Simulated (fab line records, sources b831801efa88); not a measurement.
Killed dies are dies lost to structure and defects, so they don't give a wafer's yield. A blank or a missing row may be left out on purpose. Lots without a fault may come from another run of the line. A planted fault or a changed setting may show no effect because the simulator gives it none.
Which tool did it? | flow sky130 | 6 lots, 18 wafers sampled, at 4 steps of a route of 708

WHAT THE GAUGES READ, wafer by wafer
SKY_NWELL_TW_MEAS_26.
lot  | measured     | on            | NWELL_2_TW
L169 | day 5 11:59  | film_metro-04 | 504 505 505
L172 | day 6 08:19  | film_metro-02 | 30 30 30
L181 | day 9 01:29  | film_metro-01 | 495 495 495
L183 | day 9 08:29  | film_metro-04 | 500 502 500
L186 | day 9 20:34  | film_metro-01 | 494 494 496
L190 | day 11 00:43 | film_metro-02 | 497 495 498

WHICH TOOL RAN EACH LOT (tool, then ch and the chambers of the sampled wafers, then the start)
lot  | SKY_PWDE_STRIP_09                   | SKY_NWELL_STRIP_14                   | SKY_NWELL_STRIP_25
L169 | plasma_asher-04 ch 0,1, day 4 00:26 | plasma_asher-02 ch 0,1, day 4 18:02  | plasma_asher-04 ch 0,1, day 5 11:53
L172 | plasma_asher-04 ch 0,1, day 4 20:38 | plasma_asher-02 ch 0,1, day 5 15:05  | plasma_asher-04 ch 0,1, day 6 08:14
L181 | plasma_asher-04 ch 0,1, day 7 08:07 | plasma_asher-03 ch 0,1, day 8 04:46  | plasma_asher-03 ch 0,1, day 9 01:23
L183 | plasma_asher-03 ch 0,1, day 7 14:12 | plasma_asher-04 ch 0, day 8 10:54    | plasma_asher-03 ch 0,1, day 9 08:23
L186 | plasma_asher-01 ch 0,1, day 8 01:26 | plasma_asher-03 ch 0,1, day 8 23:05  | plasma_asher-02 ch 0,1, day 9 20:28
L190 | plasma_asher-03 ch 0,1, day 9 03:37 | plasma_asher-04 ch 0,1, day 10 02:06 | plasma_asher-04 ch 0,1, day 11 00:37
- SKY_PWDE_STRIP_09: strips in O2/N2.
- SKY_NWELL_STRIP_14: strips in O2/N2.
- SKY_NWELL_STRIP_25: strips in O2/N2.

THE ANSWER, worked out from the rows above alone
Rule: what is usual is taken from the lots themselves. Put in order of their means at a reading, lots are off if they are a third of the lots or fewer, leave a main group of 4 or more, and stand apart from it by a gap of 3 or more times the standard deviation of the main group's means; of several such gaps the widest counts. A main group whose means are all the same, to the digits that the tables above print for the reading, isn't used. A lot without any number at a reading at which 4 lots or more have one is off too. The other lots that the step has rows for count as sound.
Off: L172, at SKY_NWELL_TW_MEAS_26 (NWELL_2_TW). The main group: mean 498, standard deviation 3.8.
A tool fits if, at a process step before that reading, it ran every lot that is off, and no sound lot after the first of them. The gauges at SKY_NWELL_TW_MEAS_26 are tried like those tools. One fits: plasma_asher-02 at SKY_NWELL_STRIP_14. Its last sound lot is L169 (day 4 18:02), its first lot that is off L172 (day 5 15:05): a fault that began between those two fits.

WHAT THE SIMULATOR HAD PUT IN
Strip aborted: plasma_asher-02, from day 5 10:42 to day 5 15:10, at SKY_NWELL_STRIP_14. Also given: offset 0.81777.
Lots struck among those shown: L172. The rule above found the same.
